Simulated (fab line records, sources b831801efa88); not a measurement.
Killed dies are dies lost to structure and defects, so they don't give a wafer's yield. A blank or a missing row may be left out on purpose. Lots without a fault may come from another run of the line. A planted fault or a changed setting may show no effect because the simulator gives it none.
Which tool did it? | flow sky130 | 12 lots, 36 wafers sampled, at 3 steps of a route of 708

WHAT THE GAUGES READ, wafer by wafer
SKY_METAL1_CD_MEAS_15: target cd 140 nm.
lot  | measured     | on        | cd_nm (nm)
L076 | day 33 07:58 | cd_sem-01 | 138.4 139.0 138.7
L077 | day 33 14:11 | cd_sem-02 | 138.9 139.8 139.2
L079 | day 34 09:26 | cd_sem-02 | 140.8 141.3 139.7
L081 | day 34 17:12 | cd_sem-02 | 142.0 140.6 139.5
L083 | day 35 17:41 | cd_sem-02 | 140.7 140.1 140.1
L085 | day 36 06:17 | cd_sem-01 | 140.4 139.9 140.9
L087 | day 36 22:34 | cd_sem-01 | 138.0 139.3 139.1
L089 | day 38 06:05 | cd_sem-01 | 140.8 141.7 139.5
L092 | day 38 16:02 | cd_sem-02 | 139.6 139.1 140.3
L094 | day 39 08:35 | cd_sem-02 | 140.7 140.5 140.1
L096 | day 39 14:17 | cd_sem-01 | 141.3 142.0 142.3
L097 | day 39 19:59 | cd_sem-01 | 139.8 140.3 141.8

WHICH TOOL RAN EACH LOT (tool, then ch and the chambers of the sampled wafers, then the start)
lot  | SKY_CONTACT_ETCH_16                | SKY_METAL1_SPUTTER_03
L076 | rie_diel-03 ch 0,1,2, day 32 03:36 | pvd_sputter-01, day 32 05:04
L077 | rie_diel-03 ch 0,1,2, day 32 10:15 | pvd_sputter-01, day 32 11:43
L079 | rie_diel-03 ch 0,1,2, day 33 05:36 | pvd_sputter-01, day 33 07:03
L081 | rie_diel-03 ch 1,2,3, day 33 13:20 | pvd_sputter-02, day 33 14:52
L083 | rie_diel-02 ch 0,2, day 34 12:59   | pvd_sputter-02, day 34 14:26
L085 | rie_diel-03 ch 0,1,3, day 35 02:29 | pvd_sputter-01, day 35 03:58
L087 | rie_diel-03 ch 0,2, day 35 19:17   | pvd_sputter-02, day 35 20:44
L089 | rie_diel-02 ch 0,1,2, day 37 03:17 | pvd_sputter-03, day 37 04:44
L092 | rie_diel-04 ch 1,2, day 37 13:17   | pvd_sputter-03, day 37 14:45
L094 | rie_diel-04 ch 0,3, day 38 06:03   | pvd_sputter-02, day 38 07:30
L096 | rie_diel-04 ch 0,1, day 38 12:03   | pvd_sputter-02, day 38 13:30
L097 | rie_diel-04 ch 1,3, day 38 17:47   | pvd_sputter-01, day 38 19:14
- SKY_CONTACT_ETCH_16: etches BARC in N2/H2, stops on SiO2, time 45.9 s, target depth 60 nm.
- SKY_METAL1_SPUTTER_03: material Ti, target thk 5 nm, time 3.3 s.

THE ANSWER, worked out from the rows above alone
Rule: what is usual is taken from the lots themselves. Put in order of their means at a reading, lots are off if they are a third of the lots or fewer, leave a main group of 4 or more, and stand apart from it by a gap of 3 or more times the standard deviation of the main group's means; of several such gaps the widest counts. A main group whose means are all the same, to the digits that the tables above print for the reading, isn't used. A lot without any number at a reading at which 4 lots or more have one is off too. The other lots that the step has rows for count as sound.
No lot is off at any reading shown: from this, nothing can be told.

WHAT THE SIMULATOR HAD PUT IN
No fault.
